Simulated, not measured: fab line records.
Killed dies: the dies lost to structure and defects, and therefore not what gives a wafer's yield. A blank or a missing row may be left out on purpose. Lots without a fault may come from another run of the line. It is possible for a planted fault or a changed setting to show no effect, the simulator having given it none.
Which of the tools did it? | flow gf180mcu | Sampling: 6 lots, 18 wafers, 3 of 602 route steps

== WHAT EACH GAUGE READ, for each wafer ==
GF_V4_THK_MEAS_03.
lot  | measured     | on            | V4_CVD_02_THK (nm)
L285 | day 24 17:43 | film metro-04 | 859 861 883
L287 | day 25 11:02 | film metro-04 | 854 846 852
L291 | day 26 11:52 | film metro-03 | 853 866 861
L300 | day 29 00:45 | film metro-03 | 847 863 869
L304 | day 30 01:16 | film metro-04 | 849 866 854
L306 | day 30 14:59 | film metro-04 | 840 850 858

== TOOL THAT RAN EACH LOT (tool first, then ch and the chambers of the sampled wafers, then the start) ==
lot  | GF_M4_SPUTTER_00             | GF_V4_CVD_02
L285 | pvd sputter-03, day 23 18:14 | pecvd-02 ch 1,2, day 24 17:38
L287 | pvd sputter-02, day 24 11:47 | pecvd-02 ch 0,1,2, day 25 10:58
L291 | pvd sputter-03, day 25 13:28 | pecvd-03 ch 0,1, day 26 11:47
L300 | pvd sputter-02, day 28 03:49 | pecvd-01 ch 0,2, day 29 00:40
L304 | pvd sputter-03, day 29 05:02 | pecvd-03 ch 0,1,2, day 30 01:11
L306 | pvd sputter-01, day 29 18:41 | pecvd-02 ch 0,1,2, day 30 14:55
- GF_M4_SPUTTER_00: material Ti, target thk 37.5 nm, time 147.8 s.
- GF_V4_CVD_02: deposits SiO2 from TEOS, target thk 850 nm, time 94.851 s.

== THE ANSWER, worked out from the rows above alone ==
Rule: the lots themselves supply what counts as usual. Put in order of their means at a reading, lots are off if they are a third of the lots or fewer, leave a main group of 4 or more, and stand apart from it by a gap of 3 or more times the standard deviation of the main group's means; of several such gaps the widest counts. A main group is skipped when, at the precision printed for the reading in the tables above, its means are all equal. A lot without any number at a reading at which 4 lots or more have one is off too. All remaining lots with rows at the step are treated as sound.
No lot is off at any reading shown: from this, nothing can be told.

== WHAT THE SIMULATOR PUT IN ==
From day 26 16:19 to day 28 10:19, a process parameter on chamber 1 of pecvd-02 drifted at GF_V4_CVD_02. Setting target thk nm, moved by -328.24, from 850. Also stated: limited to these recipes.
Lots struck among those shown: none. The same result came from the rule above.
